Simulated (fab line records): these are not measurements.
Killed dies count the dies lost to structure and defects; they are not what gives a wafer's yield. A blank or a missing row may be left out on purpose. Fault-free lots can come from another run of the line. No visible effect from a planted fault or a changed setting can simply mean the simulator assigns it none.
Problem report, 8D (eight disciplines) form, completed by code | flow gf180mcu | the parts of the form that need people (team, actions taken, sign-off) are left out

1. WHAT WENT WRONG
At GF_VT_IMPLANT_STRIP_42, strip-time-to-endpoint-s averages 12.935 s over 9 wafers from 3 lots, while fault-free wafers read 12.633 s, standard deviation 0.03. Measured from the usual mean, that is +10 standard deviations.
The step: strips in O2/N2.
Earliest sighting: wafer L577.2 on plasma-asher-01 at day 11 19:58. The record has a number at this step for 36 wafers belonging to 12 lots. By rule, "out" or "out of limits" means more than 4 standard deviations away from the usual mean. The other wafers with a number count as sound.

2. WHAT IT IS AND WHAT IT IS NOT
question                    | is                                                | is not
which readings at this step | strip-time-to-endpoint-s                          | drypump-motor-current-A
which lots                  | L577, L578, L579                                  | L563, L567, L571, L572, L573, L575, L576, L580, L585
which wafers of those lots  | all that have a number                            | -
read on which tools         | plasma-asher-01, plasma-asher-02, plasma-asher-03 | -
when                        | from day 11 19:58                                 | up to then (21 sound wafers); but 6 sound wafers of L580, L585 came after

3. SUSPECTS, AND WHAT RULES EACH OUT
Counting: a tool at a process step up to the reading stays a suspect if it ran every lot that is out and no sound lot after the first of them.
- litho-track-01 at GF_VT_IMPLANT_COAT_35 (resist thk 1000 nm): kept. It processed each lot that is out, first L577 at day 11 10:05, and no sound lot thereafter; up to then, the last sound lot it processed was L576 at day 11 03:39.
Left after counting: litho-track-01 at GF_VT_IMPLANT_COAT_35.

4. THE CAUSE (what the simulator had put in)
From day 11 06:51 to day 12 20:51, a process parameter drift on litho-track-01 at GF_VT_IMPLANT_COAT_35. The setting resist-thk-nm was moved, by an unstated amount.
Counting left only this tool.

5. THE EFFECT CHAIN, in route order
Each row: a reading whose mean over the struck wafers that have a number lies more than 3 standard deviations from the usual. Readings are gone through only where the record gives a usual standard deviation; hours: the median, over the lots, of the time from a lot's start at the first step in this table giving one to that lot's start at this step; sigmas: the change measured in usual standard deviations.
hours | step                   | reading                  | usual    | on struck wafers | change | sigmas
0     | GF_VT_IMPLANT_STRIP_42 | strip-time-to-endpoint-s | 12.633 s | 12.935           | +0.302 | +10
Process steps it contains:
- GF_VT_IMPLANT_STRIP_42: strips in O2/N2.

6. WHAT WOULD HAVE CAUGHT IT SOONER
In this record the first reading out of limits was taken at day 11 19:58, 13 hours after the fault began at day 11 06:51.
Tool readings at GF_VT_IMPLANT_COAT_35 with a usual standard deviation given in the record: none out on any struck wafer, hence no alarm at a limit of 4 standard deviations on them.
Of the lots that are out (3), L579 began GF_VT_IMPLANT_COAT_35 on litho-track-01 after day 11 19:58. Putting the tool on hold at that point would have spared it.
